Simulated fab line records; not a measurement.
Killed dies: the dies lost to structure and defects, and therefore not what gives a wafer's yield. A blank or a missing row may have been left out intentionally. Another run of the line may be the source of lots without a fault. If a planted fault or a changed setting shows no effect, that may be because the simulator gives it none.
One fault through the eyes of 2 desks | flow sky130 | what lay behind the numbers comes last; until then each desk has only its own

## AT THE TOOL OWNER'S DESK: litho_track-01
The tool's own readings at SKY_METAL5_COAT_09 (resist thk 1800 nm): means of the sampled wafers that have a number, for each lot that ran on this tool. A lot is out of limits, marked OUT, if its mean lies more than 4 standard deviations from the usual mean; the brackets give that distance.
Columns: A = spin_speed_rpm at SKY_METAL5_COAT_09, usual 3000.0 rpm
lot  | first seen here | A
L375 | day 44 13:02    | 3000.8
L377 | day 45 04:28    | 2998.2
L378 | day 45 09:34    | 2999.4
L380 | day 45 22:46    | 2999.9
L388 | day 48 12:13    | 2999.4
L390 | day 48 12:49    | 2998.8
L392 | day 48 14:40    | 2998.3
This desk's finding: nothing out of limits on any of the 7 lots.

## AT THE METROLOGY DESK
What the gauges read, lot by lot, whatever tool the lot ran on: means of the sampled wafers that have a number. A lot is out of limits, marked OUT, if its mean lies more than 4 standard deviations from the usual mean; the brackets give that distance.
Columns: A = LI_CONTACT_OVL at SKY_LI_CONTACT_OVL_MEAS_13, usual 2 nm
lot  | first seen here | A
L372 | day 29 14:01    | -8
L375 | day 30 09:55    | 4
L374 | day 30 11:25    | 5
L376 | day 31 06:55    | 1
L377 | day 31 10:52    | 4
L378 | day 31 21:29    | 5
L379 | day 32 02:13    | 1
L380 | day 32 09:58    | 5
L381 | day 32 15:29    | -2
L388 | day 35 07:52    | 6
L389 | day 35 08:50    | 10
L390 | day 35 09:28    | -2
L392 | day 36 00:47    | 8
L393 | day 36 08:16    | 3
This desk's finding: nothing out of limits on any of the 14 lots.

## BROUGHT TOGETHER
The tool owner's desk saw nothing out of limits.
The metrology desk saw nothing out of limits.

## WHAT THE SIMULATOR PUT IN
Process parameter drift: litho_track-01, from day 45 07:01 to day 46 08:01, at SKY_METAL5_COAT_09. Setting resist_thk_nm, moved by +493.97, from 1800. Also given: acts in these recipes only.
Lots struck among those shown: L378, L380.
